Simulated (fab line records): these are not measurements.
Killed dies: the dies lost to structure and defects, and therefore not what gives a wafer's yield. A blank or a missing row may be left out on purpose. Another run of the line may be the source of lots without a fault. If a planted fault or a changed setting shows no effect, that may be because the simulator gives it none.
fab line records | flow sky130
[record] lots = 6 wafers = 18 lastDay = 49
route steps=708 shown VIA3@585 PAD_OPEN@708
lots that met no fault: from a run of the same line without faults
startH: the number of hours between the record's first day and the start of the first shown wafer of the lot | waitH: hours since the lot's step before | " same as the row above | L1.1+2: a single row standing in for several wafers | - no value present, or no start provided | * or withheld: withheld | < > ~ a bound
route shown NAME@n: names a module that has steps shown in the file, with the first one's number in the route | usual: mean/standard deviation taken from wafers without a fault | same: alike in all rows | chamber/n: place in a boat | sites: the reading at each site | _std_site: their standard deviation | _edge_site: inner sites' mean taken away from outer sites' mean | radiusMm: how far each site lies from the wafer's centre | mask NAME#n: copy n | behind: the tool/chamber that last shaped the wafer | hold: reason for holding the lot/hours on hold/outcome of the hold | device: the transistor (n, p or np) that didn't switch | end of line: the same wafers' tests at the end of the route | step lacking rows: just its recipe | killed: count of dies lost to structure and defects at first sort (not the wafer's yield) | map: per-die view of a wafer (x killed, . not killed, _ where there is no die)
set.NAME: the run value of the setting; set.NAME@STEP: its run value at that earlier step | model.NAME: the simulator's own value behind a step, which no gauge read
certain route steps with their lots: each step a table, each wafer a row
services: the hour from which a tool's chamber was out of use, counted from the record's first day as startH (under 0 if before that day), plus the number of hours and why
[[steps]]
[step SKY_VIA3_CD_MEAS_12]
[recipe] targetCdNm = 200
[usual] cdNm = 200.2/1.6
// columns lot.wafer tool chamber startH waitH cdNm
L380.1 cdSem-01 - 931.41 - 200.7
L380.3 " - " " 200.9
L380.4 " - " " 201.4
L386.1 cdSem-01 - 982.76 - 197.4
L386.4 " - " " 197.5
L386.6 " - " " 198.2
L387.2 cdSem-02 - 991.00 - 201.8
L387.5 " - " " 201.6
L387.6 " - " " 201.1
L393.2 cdSem-01 - 1023.48 - 200.5
L393.3 " - " " 200.4
L393.5 " - " " 201.0
L395.2 cdSem-02 - 1037.37 - 199.3
L395.3 " - " " 200.3
L395.4 " - " " 199.4
L399.2 cdSem-02 - 1064.54 - 202.6
L399.3 " - " " 201.1
L399.6 " - " " 203.3
[step SKY_VIA3_OVL_MEAS_13]
[usual] VIA3_OVL = 2/4.9
// columns lot.wafer tool chamber startH waitH VIA3_OVL[nm]
L380.1 overlay-01 - 931.53 0.1 -2
L380.3 " - " " -3
L380.4 " - " " 3
L386.1 overlay-01 - 982.88 0.1 0
L386.4 " - " " 6
L386.6 " - " " 1
L387.2 overlay-01 - 991.11 0.1 2
L387.5 " - " " 2
L387.6 " - " " 0
L393.2 overlay-01 - 1023.58 0.1 7
L393.3 " - " " 8
L393.5 " - " " 8
L395.2 overlay-01 - 1037.48 0.1 7
L395.3 " - " " 5
L395.4 " - " " 0
L399.2 overlay-01 - 1064.64 0.1 -10
L399.3 " - " " 0
L399.6 " - " " -4
[step SKY_VIA3_ETCH_14]
[recipe] chemistry = N2/H2 target = BARC ionEnergyEv = 200 sourceW = 500 biasW = 100 pressureMtorr = 30 n2FlowSccm = 100 h2FlowSccm = 200 stopOn = SiO2 timeS = 45.9 targetDepthA = 600
[usual] drypumpMotorCurrentA = 5.8/0.41 oesProductAu = 0.856/0.0047 throttleValvePct = 13.224/0.011
// columns lot.wafer tool chamber startH waitH drypumpMotorCurrentA oesProductAu rfHoursCounterH throttleValvePct
L380.1 rieDiel-04 1 931.56 0.0 5.7 0.846 15 13.210
L380.3 " 0 " " 5.6 0.850 16 13.212
L380.4 " 0 " " 5.6 0.849 - 13.231
L386.1 rieDiel-04 2 982.91 0.0 5.6 0.854 10 13.223
L386.4 " 3 " " 6.5 0.858 14 13.225
L386.6 " 1 " " 5.7 0.860 - 13.223
L387.2 rieDiel-04 3 991.14 0.0 6.5 0.860 14 13.223
L387.5 " 1 " " 5.7 0.851 - 13.222
L387.6 " 0 " " 5.6 0.857 - 13.238
L393.2 rieDiel-04 2 1023.61 0.0 5.7 0.849 11 13.226
L393.3 " 3 " " 6.5 0.857 15 13.219
L393.5 " 0 " " 5.6 0.857 - 13.217
L395.2 rieDiel-01 2 1037.51 0.0 5.3 0.858 16 13.222
L395.3 " 3 " " 5.4 0.854 16 13.222
L395.4 " 1 " " 5.4 0.868 16 13.196
L399.2 rieDiel-04 2 1064.67 0.0 5.7 0.857 12 13.223
L399.3 " 0 " " 5.6 0.854 21 13.228
L399.6 " 1 " " 5.7 0.856 - 13.219
[step SKY_VIA3_ETCH_15]
[recipe] target = SiO2 chemistry = C4F8/O2/Ar targetDepthNm = 507 stopOn = TiN maskMaterial = KrF-thick sourceW = 1500 biasW = 1200 pressureMtorr = 40 c4f8FlowSccm = withheld O2_flow_sccm = 6 Ar_flow_sccm = 300 timeS = 78
[usual] oesProductAu = 0.946/0.0051
// columns lot.wafer tool chamber startH waitH oesProductAu rfHoursCounterH
L380.1 rieDiel-04 1 931.60 0.0 0.941 15
L380.3 " 0 " " 0.943 16
L380.4 " 0 " " 0.945 -
L386.1 rieDiel-04 2 982.95 0.0 0.944 10
L386.4 " 3 " " 0.943 14
L386.6 " 1 " " 0.947 -
L387.2 rieDiel-04 3 991.18 0.0 0.959 14
L387.5 " 1 " " 0.949 -
L387.6 " 0 " " 0.949 -
L393.2 rieDiel-04 2 1023.65 0.0 0.949 11
L393.3 " 3 " " 0.953 15
L393.5 " 0 " " 0.947 -
L395.2 rieDiel-01 2 1037.55 0.0 0.948 16
L395.3 " 3 " " 0.941 16
L395.4 " 1 " " 0.948 16
L399.2 rieDiel-04 2 1064.71 0.0 0.945 12
L399.3 " 0 " " 0.945 21
L399.6 " 1 " " 0.929 -
[step SKY_VIA3_STRIP_16]
[recipe] chemistry = O2/N2 powerW = 1400 pressureMtorr = 1500 platenTempC = withheld o2FlowSccm = 3000 n2FlowSccm = 300 overashFraction = 0.5
[usual] drypumpMotorCurrentA = 6.1/0.43 oesProductAu = 0.402/0.0043 stripTimeToEndpointS = 4.137/0.03
// columns lot.wafer tool chamber startH waitH drypumpMotorCurrentA oesProductAu rfHoursCounterH stripTimeToEndpointS
L380.1 plasmaAsher-03 0 931.66 0.0 6.0 0.395 81 4.073
L380.3 " 0 " " 6.0 0.400 - 4.135
L380.4 " 1 " " 6.2 0.402 - 4.117
L386.1 plasmaAsher-01 0 983.01 0.0 6.3 0.397 24 4.143
L386.4 " 1 " " 5.3 0.410 - 4.159
L386.6 " 0 " " 6.3 0.402 - 4.113
L387.2 plasmaAsher-01 1 991.24 0.0 5.3 0.405 25 4.150
L387.5 " 0 " " 6.4 0.399 - 4.113
L387.6 " 1 " " 5.4 0.408 - 4.124
L393.2 plasmaAsher-04 1 1023.71 0.0 6.6 0.399 57 4.133
L393.3 " 0 " " 6.4 0.402 - 4.185
L393.5 " 0 " " 6.4 0.407 - 4.173
L395.2 plasmaAsher-01 0 1037.61 0.0 6.3 0.403 30 4.150
L395.3 " 0 " " 6.3 0.396 - 4.149
L395.4 " 1 " " 5.4 0.403 - 4.190
L399.2 plasmaAsher-04 0 1064.77 0.0 6.4 0.402 62 4.118
L399.3 " 1 " " 6.6 0.400 - 4.157
L399.6 " 1 " " 6.6 0.404 - 4.104
[step SKY_VIA3_STRIP_17]
[recipe] chemistry = postEtchResidueRemover timeS = 1200 tempC = 72.5
[step SKY_VIA3_CLEAN_18]
[recipe] chemistry = IPA timeS = 180 tempC = 25
[step SKY_VIA3_CLEAN_19]
[recipe] chemistry = O3/DIW dry = n2Spin
[step SKY_VIA3_SPUTTER_20]
[recipe] material = TiN targetThkNm = 20 chamberPressurePa = 5 powerW = 4000 timeS = 80
[usual] throttleValvePct = 30.0/0.97
// columns lot.wafer tool chamber startH waitH throttleValvePct
L380.1 pvdSputter-03 - 932.32 0.0 31.0
L380.3 " - " " 30.5
L380.4 " - " " 30.5
L386.1 pvdSputter-03 - 983.64 0.0 30.8
L386.4 " - " " 30.5
L386.6 " - " " 30.5
L387.2 pvdSputter-03 - 991.84 0.0 31.1
L387.5 " - " " 30.6
L387.6 " - " " 30.5
L393.2 pvdSputter-01 - 1024.31 0.0 28.5
L393.3 " - " " 28.9
L393.5 " - " " 28.8
L395.2 pvdSputter-02 - 1038.20 0.0 30.2
L395.3 " - " " 30.6
L395.4 " - " " 31.0
L399.2 pvdSputter-03 - 1065.37 0.0 30.4
L399.3 " - " " 30.8
L399.6 " - " " 30.8
[step SKY_VIA3_CVD_21]
[recipe] material = W targetThkNm = 390 timeS = 117.31 tempC = 400 pressureTorr = 40
[usual] heaterPowerW = 854/97
// columns lot.wafer tool chamber startH waitH heaterPowerW
L380.1 cvdW-02 0 932.38 0.0 1057
L380.3 " 0 " " 1029
L380.4 " 1 " " 838
L386.1 cvdW-01 1 983.70 0.0 789
L386.4 " 0 " " 781
L386.6 " 1 " " 811
L387.2 cvdW-01 0 991.90 0.0 772
L387.5 " 1 " " 804
L387.6 " 0 " " 785
L393.2 cvdW-01 1 1024.37 0.0 814
L393.3 " 0 " " 775
L393.5 " 1 " " 818
L395.2 cvdW-02 1 1038.26 0.0 856
L395.3 " 0 " " 1054
L395.4 " 1 " " 847
L399.2 cvdW-01 1 1065.43 0.0 813
L399.3 " 1 " " 781
L399.6 " 1 " " 779
[step SKY_VIA3_RS_MEAS_22]
[recipe] thkMeasGauge = four-point-probe reads = W_of_VIA3_CVD_21+TiN_of_VIA3_SPUTTER_20
[usual] VIA3_W_RS = 0.296/0.0037
// columns lot.wafer tool chamber startH waitH VIA3_W_RS[ohm/sq]
L380.1 filmMetro-02 - 932.51 0.1 0.291
L380.3 " - " " 0.296
L380.4 " - " " 0.297
L386.1 filmMetro-01 - 983.82 0.1 0.296
L386.4 " - " " 0.295
L386.6 " - " " 0.295
L387.2 filmMetro-01 - 992.04 0.1 0.304
L387.5 " - " " 0.302
L387.6 " - " " 0.301
L393.2 filmMetro-03 - 1024.51 0.1 0.292
L393.3 " - " " 0.296
L393.5 " - " " 0.292
L395.2 filmMetro-02 - 1038.40 0.1 0.297
L395.3 " - " " 0.291
L395.4 " - " " 0.294
L399.2 filmMetro-01 - 1065.57 0.1 0.299
L399.3 " - " " 0.299
L399.6 " - " " 0.297
[step SKY_VIA3_THK_MEAS_23]
[recipe] thkMeasGauge = xrf reads = W_of_VIA3_CVD_21
[usual] VIA3_W_THK = 389/5.1
// columns lot.wafer tool chamber startH waitH VIA3_W_THK[nm]
L380.1 filmMetro-02 - 932.63 0.1 392
L380.3 " - " " 387
L380.4 " - " " 384
L386.1 filmMetro-01 - 983.94 0.1 390
L386.4 " - " " 392
L386.6 " - " " 390
L387.2 filmMetro-01 - 992.15 0.1 381
L387.5 " - " " 382
L387.6 " - " " 383
L393.2 filmMetro-03 - 1024.62 0.1 396
L393.3 " - " " 388
L393.5 " - " " 394
L395.2 filmMetro-02 - 1038.51 0.1 387
L395.3 " - " " 395
L395.4 " - " " 390
L399.2 filmMetro-01 - 1065.68 0.1 389
L399.3 " - " " 386
L399.6 " - " " 387
[step SKY_VIA3_CMP_24]
[recipe] stopOn = SiO2 tOverpolishS = 20 downForcePsi = 3.5 platenRpm = 60 targetThkNm = 0 padVelocityMS = 0.94248
[usual] edgeZonePressureFrac = 1.000/0.0046 headPressurePsi = 3.500/0.0076 motorCurrentA = 11.1/0.92 overpolishRunS = 20.001/0.0087 timeToEndpointS = 96/3.5
// columns lot.wafer tool chamber startH waitH edgeZonePressureFrac headPressurePsi motorCurrentA overpolishRunS timeToEndpointS model.W_of_VIA3_CVD_21.thkNm model.SiO2_of_VIA3_HDPCVD_00.thkNm
L380.1 cmp-02 1 932.69 0.1 1.001 3.495 11.3 19.981 99 0 460.9
L380.3 " 2 " " 1.003 3.512 9.8 19.995 95 0 460.4
L380.4 " 0 " " 0.992 3.497 11.8 20.011 92 0 462.1
L386.4 cmp-01 3 984.00 0.0 - - - - - 388.7 467.6
L386.1 " 0 " " - - - - - 387.2 466.7
L386.6 " 0 " " - - - - - 388.3 466.9
L387.2 cmp-01 0 992.35 0.2 - - - - - 378.2 466
L387.5 " 1 " " - - - - - 379.6 466.2
L387.6 " 2 " " - - - - - 381 465.4
L393.3 cmp-01 0 1024.72 0.1 0.999 3.498 10.8 20.001 95 0 461.6
L393.2 " 2 " " 1.001 3.492 9.9 19.997 95 0 461.5
L393.5 " 3 " " 0.994 3.506 11.7 20.011 100 0 460.7
L395.2 cmp-02 0 1038.65 0.1 0.996 3.502 12.1 20.001 97 0 459.2
L395.4 " 2 " " 1.000 3.508 10.5 20.001 96 0 461.5
L395.3 " 3 " " 0.994 3.504 11.7 19.993 97 0 459.2
L399.2 cmp-02 1 1065.78 0.1 1.002 3.507 10.8 19.989 103 0 460.6
L399.3 " 3 " " 0.990 3.483 12.3 19.994 98 0 460.7
L399.6 " 1 " " 1.003 3.501 11.0 20.006 99 0 460.4
[step SKY_PAD_OPEN_PROBE_99]
[usual] defectLimitedYield = 82.5/1.9 killed_at_M0_to_M3 = 43/7.2 killed_at_M4_up = 3.3/2 killedAtContacts = 25/5.8 killedAtFrontEnd = 15/4.5 killedAtOther = 0.3/0.62 killedDies = 86/9.4 killedOnRim = 17/3.7 killedOpen = 47/7.1 killedShort = 39/6 sort_bin_3_pad_short = 0.9/0.4 sort_bin_5_function = 10.4/1.4 sort_bin_6_memory = 6.2/1.1 sort_bin_8_speed = 0.7/1.4 sortNPass = 402/11 sortYieldPct = 81.7/2.2
[same] grossDies = 492 killedAtBackSide = 0 sort_bin_4_leakage[%] = 0
// columns lot.wafer tool chamber startH waitH defectLimitedYield[%] killed_at_M0_to_M3 killed_at_M4_up killedAtContacts killedAtFrontEnd killedAtOther killedDies killedOnRim killedOpen killedShort sort_bin_3_pad_short[%] sort_bin_5_function[%] sort_bin_6_memory[%] sort_bin_8_speed[%] sortNPass sortYieldPct[%]
L386.1 prober-02 - 1122.75 0.1 0 445 1 27 19 0 492 96 45 43 82.7 11.0 6.3 0 0 0
L386.4 prober-02 - 1122.90 0.2 0 440 6 32 14 0 492 96 33 50 83.7 11.0 5.3 0 0 0
L386.6 prober-02 - 1123.00 0.2 0 444 3 24 21 0 492 96 40 35 85.8 9.6 4.7 0 0 0
L387.2 prober-01 - 1128.99 0.1 0 440 2 25 25 0 492 96 46 48 83.3 8.5 8.1 0 0 0
L387.5 prober-01 - 1129.14 0.2 0 451 2 24 14 1 492 96 44 40 83.9 10.4 5.7 0 0 0
L387.6 prober-01 - 1129.19 0.2 0 455 3 22 8 4 492 96 39 41 83.3 9.3 7.3 0 0 0
L395.2 prober-01 - 1165.09 0.1 82.3 55 0 19 13 0 87 23 52 35 0.8 10.8 6.1 0 405 82.3
L395.3 prober-01 - 1165.14 0.2 82.3 47 5 22 13 0 87 14 48 39 0.6 11.2 5.9 0.6 402 81.7
L395.4 prober-01 - 1165.19 0.2 85.6 38 1 26 6 0 71 11 40 30 0.2 8.1 6.1 0 421 85.6
L399.2 prober-01 - 1184.69 0.1 82.3 35 5 30 17 0 87 17 44 43 0.8 12.0 4.9 2.2 394 80.1
L399.3 prober-01 - 1184.74 0.2 86.2 33 4 20 11 0 68 19 39 29 0.6 7.3 5.9 1.4 417 84.8
L399.6 prober-01 - 1184.89 0.2 84.6 39 0 16 20 1 76 9 46 30 0.4 10.0 5.1 5.1 391 79.5
// killed by level:class
L386.1 VIA3:areaCmp=404 VIA1:geometricParticle:open=11 CONTACT:geometricParticle:short=8 VIA2:geometricParticle:open=7 LI_CONTACT:geometricParticle:open=7 VIA1:geometricParticle:short=7 LOCAL_INTERCONNECT:geometricParticle:short=6 FIELD_ISO:geometricParticle:open=5
L386.4 VIA3:areaCmp=409 LI_CONTACT:geometricParticle:open=10 CONTACT:geometricParticle:short=7 METAL1:geometricParticle:short=7 METAL3:geometricParticle:short=6 CONTACT:geometricParticle:open=6 FIELD_ISO:geometricParticle:short=5 LOCAL_INTERCONNECT:geometricParticle:short=5
L386.6 VIA3:areaCmp=416 CONTACT:geometricParticle:open=10 FIELD_ISO:geometricParticle:short=7 VIA1:geometricParticle:open=6 POLY_GATE:geometricParticle:open=5 LI_CONTACT:geometricParticle:open=5 VIA2:geometricParticle:open=5 VIA3:geometricParticle:open=5
L387.2 VIA3:areaCmp=398 VIA1:geometricParticle:open=10 CONTACT:geometricParticle:open=9 METAL1:geometricParticle:short=7 POLY_GATE:geometricParticle:short=5 SPACER:geometricParticle:short=5 VIA2:geometricParticle:open=5 VIA3:geometricParticle:open=5
L387.5 VIA3:areaCmp=408 VIA3:geometricParticle:open=10 VIA1:geometricParticle:open=8 CONTACT:geometricParticle:open=7 CONTACT:geometricParticle:short=6 FIELD_ISO:geometricParticle:open=5 LI_CONTACT:geometricParticle:open=5 METAL2:geometricParticle:short=5
L387.6 VIA3:areaCmp=407 VIA1:geometricParticle:short=8 VIA1:geometricParticle:open=8 METAL2:geometricParticle:short=8 VIA2:geometricParticle:open=8 LI_CONTACT:geometricParticle:open=7 CONTACT:geometricParticle:open=7 VIA3:geometricParticle:short=5
L395.2 VIA1:geometricParticle:open=17 VIA3:geometricParticle:open=8 CONTACT:geometricParticle:open=6 VIA1:geometricParticle:short=6 METAL1:geometricParticle:short=6 VIA2:geometricParticle:open=5 METAL2:geometricParticle:open=4 LI_CONTACT:geometricParticle:open=4
L395.3 CONTACT:geometricParticle:open=11 VIA1:geometricParticle:open=10 VIA2:geometricParticle:open=7 METAL1:geometricParticle:short=6 LI_CONTACT:geometricParticle:open=5 VIA3:geometricParticle:short=5 METAL4:geometricParticle:short=5 FIELD_ISO:geometricParticle:short=4
L395.4 CONTACT:geometricParticle:open=12 VIA3:geometricParticle:open=9 METAL2:geometricParticle:short=7 VIA1:geometricParticle:open=6 LI_CONTACT:geometricParticle:open=5 METAL1:geometricParticle:short=5 VIA1:geometricParticle:short=4 LOCAL_INTERCONNECT:geometricParticle:short=3
L399.2 CONTACT:geometricParticle:open=11 POLY_GATE:geometricParticle:short=7 VIA1:geometricParticle:open=7 LI_CONTACT:geometricParticle:open=6 METAL2:geometricParticle:short=6 FIELD_ISO:geometricParticle:short=5 VIA1:geometricParticle:short=5 VIA2:geometricParticle:open=5
L399.3 CONTACT:geometricParticle:open=8 VIA1:geometricParticle:open=8 FIELD_ISO:geometricParticle:short=6 LI_CONTACT:geometricParticle:open=5 VIA3:geometricParticle:open=5 POLY_GATE:geometricParticle:open=4 VIA3:geometricParticle:short=4 METAL2:geometricParticle:short=4
L399.6 VIA1:geometricParticle:open=9 LI_CONTACT:geometricParticle:open=6 FIELD_ISO:geometricParticle:open=5 METAL1:geometricParticle:short=5 METAL2:geometricParticle:short=5 VIA3:geometricParticle:open=5 FIELD_ISO:geometricParticle:short=4 POLY_GATE:geometricParticle:open=4
// map L386.1 (x killed, . not)
__________xxxxxxxxxx_________
________xxxxxxxxxxxxxx_______
______xxxxxxxxxxxxxxxxxx_____
_____xxxxxxxxxxxxxxxxxxxx____
____xxxxxxxxxxxxxxxxxxxxxx___
___xxxxxxxxxxxxxxxxxxxxxxxx__
__xxxxxxxxxxxxxxxxxxxxxxxxxx_
_xxxxxxxxxxxxxxxxxxxxxxxxxxxx
_xxxxxxxxxxxxxxxxxxxxxxxxxxxx
_xxxxxxxxxxxxxxxxxxxxxxxxxxxx
_xxxxxxxxxxxxxxxxxxxxxxxxxxxx
_xxxxxxxxxxxxxxxxxxxxxxxxxxxx
_xxxxxxxxxxxxxxxxxxxxxxxxxxxx
_xxxxxxxxxxxxxxxxxxxxxxxxxxxx
_xxxxxxxxxxxxxxxxxxxxxxxxxxxx
__xxxxxxxxxxxxxxxxxxxxxxxxxx_
___xxxxxxxxxxxxxxxxxxxxxxxx__
____xxxxxxxxxxxxxxxxxxxxxx___
_____xxxxxxxxxxxxxxxxxxxx____
______xxxxxxxxxxxxxxxxxx_____
________xxxxxxxxxxxxxx_______
__________xxxxxxxxxx_________
// map L387.2 (x killed, . not)
__________xxxxxxxxxx_________
________xxxxxxxxxxxxxx_______
______xxxxxxxxxxxxxxxxxx_____
_____xxxxxxxxxxxxxxxxxxxx____
____xxxxxxxxxxxxxxxxxxxxxx___
___xxxxxxxxxxxxxxxxxxxxxxxx__
__xxxxxxxxxxxxxxxxxxxxxxxxxx_
_xxxxxxxxxxxxxxxxxxxxxxxxxxxx
_xxxxxxxxxxxxxxxxxxxxxxxxxxxx
_xxxxxxxxxxxxxxxxxxxxxxxxxxxx
_xxxxxxxxxxxxxxxxxxxxxxxxxxxx
_xxxxxxxxxxxxxxxxxxxxxxxxxxxx
_xxxxxxxxxxxxxxxxxxxxxxxxxxxx
_xxxxxxxxxxxxxxxxxxxxxxxxxxxx
_xxxxxxxxxxxxxxxxxxxxxxxxxxxx
__xxxxxxxxxxxxxxxxxxxxxxxxxx_
___xxxxxxxxxxxxxxxxxxxxxxxx__
____xxxxxxxxxxxxxxxxxxxxxx___
_____xxxxxxxxxxxxxxxxxxxx____
______xxxxxxxxxxxxxxxxxx_____
________xxxxxxxxxxxxxx_______
__________xxxxxxxxxx_________
[[services]]
// columns tool chamber startH hours kind
cmp-01 - 910.08 3.5 repair
cvdW-01 - 911.81 0.3 repair
cmp-02 - 912.03 4.0 pm
cvdW-01 1 921.38 12.8 repair
rieDiel-04 2 923.76 13.4 repair
cvdW-01 0 929.19 13.9 repair
rieDiel-01 2 932.80 2.6 repair
cmp-02 - 953.57 1.5 repair
cvdW-01 1 955.20 11.1 repair
cvdW-02 - 955.28 2.8 pm
rieDiel-04 3 959.86 4.7 repair
pvdSputter-03 - 964.07 7.3 repair
cmp-02 - 969.65 7.7 pm
rieDiel-04 - 976.32 2.4 repair
rieDiel-01 2 976.88 6.3 repair
pvdSputter-02 - 983.16 3.7 repair
cmp-01 - 984.95 4.6 repair
plasmaAsher-03 - 988.37 4.0 repair
plasmaAsher-01 - 991.52 1.2 repair
rieDiel-01 - 1010.50 2.8 pm
pvdSputter-01 - 1013.82 4.4 repair
cmp-01 - 1027.72 5.3 repair
cvdW-01 1 1038.69 3.8 repair
rieDiel-01 3 1063.39 11.3 repair
[[key]]
[firstSign] step = SKY_VIA3_CMP_24 reading = toolRecord direction = missing
[effect] step = SKY_PAD_OPEN_PROBE_99 reading = sort_bin_3_pad_short direction = up sigmas = 99+ usual = 0.9 struck = 83.8
[modelEffect] step = SKY_VIA3_CMP_24 value = W_of_VIA3_CVD_21.thkNm without = 0 struck = 383.8
[moreKillsBornAt] SKY_VIA3_CMP_24@cmp-01 = 2440
metAt SKY_VIA3_CMP_24
struckWafers L386.1,L386.4,L386.6,L387.2,L387.5,L387.6
laterRowsLeftOut L386.1,L386.4,L386.6,L387.2,L387.5,L387.6
[fault] kind = skippedStepWhole tool = cmp-01 chamber = - onsetH = 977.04 steps = SKY_VIA3_CMP_24 scope = struckLotsOnly
// laterRowsLeftOut: the simulator's readings of these wafers behind a module that went badly wrong aren't trusted and aren't shown, but for the sort
